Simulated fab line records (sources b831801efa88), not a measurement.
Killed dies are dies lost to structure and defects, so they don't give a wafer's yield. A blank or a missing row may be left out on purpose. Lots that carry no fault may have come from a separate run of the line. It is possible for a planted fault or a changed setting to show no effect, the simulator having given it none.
Which tool was responsible? / flow sky130 / route of 708 steps, sampled at 1 step: 6 lots, 18 wafers

WHAT THE GAUGES SHOWED, per wafer
SKY_FIELD_ISO_THK_MEAS_23.
lot=L248; measured=day 2 21:46; on=film_metro-04; FIELD_ISO_OXIDATION_01_THK (nm)=9.94 9.96 9.85
lot=L250; measured=day 3 06:00; on=film_metro-04; FIELD_ISO_OXIDATION_01_THK (nm)=10.03 9.93 9.81
lot=L258; measured=day 4 21:47; on=film_metro-04; FIELD_ISO_OXIDATION_01_THK (nm)=9.71 9.71 9.82
lot=L260; measured=day 5 08:13; on=film_metro-04; FIELD_ISO_OXIDATION_01_THK (nm)=9.84 9.81 10.05
lot=L262; measured=day 6 00:31; on=film_metro-04; FIELD_ISO_OXIDATION_01_THK (nm)=9.98 9.68 9.84
lot=L267; measured=day 6 18:31; on=film_metro-04; FIELD_ISO_OXIDATION_01_THK (nm)=9.93 9.98 10.02

EACH LOT AND THE TOOL THAT RAN IT (in order: tool; ch and the chambers of the sampled wafers; start)
The record holds no process step before these readings.

THE ANSWER, worked out from the rows above alone
Rule: usual is defined by the lots themselves. Put in order of their means at a reading, lots are off if they are a third of the lots or fewer, leave a main group of 4 or more, and stand apart from it by a gap of 3 or more times the standard deviation of the main group's means; of several such gaps the widest counts. The tables above print the reading to a certain number of digits; a main group whose means all agree to those digits is not used. Also off: a lot with no number at a reading for which 4 or more lots have one. All remaining lots with rows at the step are treated as sound.
Across all readings shown, no lot is off: no conclusion can be drawn from this.

WHAT THE SIMULATOR PUT IN
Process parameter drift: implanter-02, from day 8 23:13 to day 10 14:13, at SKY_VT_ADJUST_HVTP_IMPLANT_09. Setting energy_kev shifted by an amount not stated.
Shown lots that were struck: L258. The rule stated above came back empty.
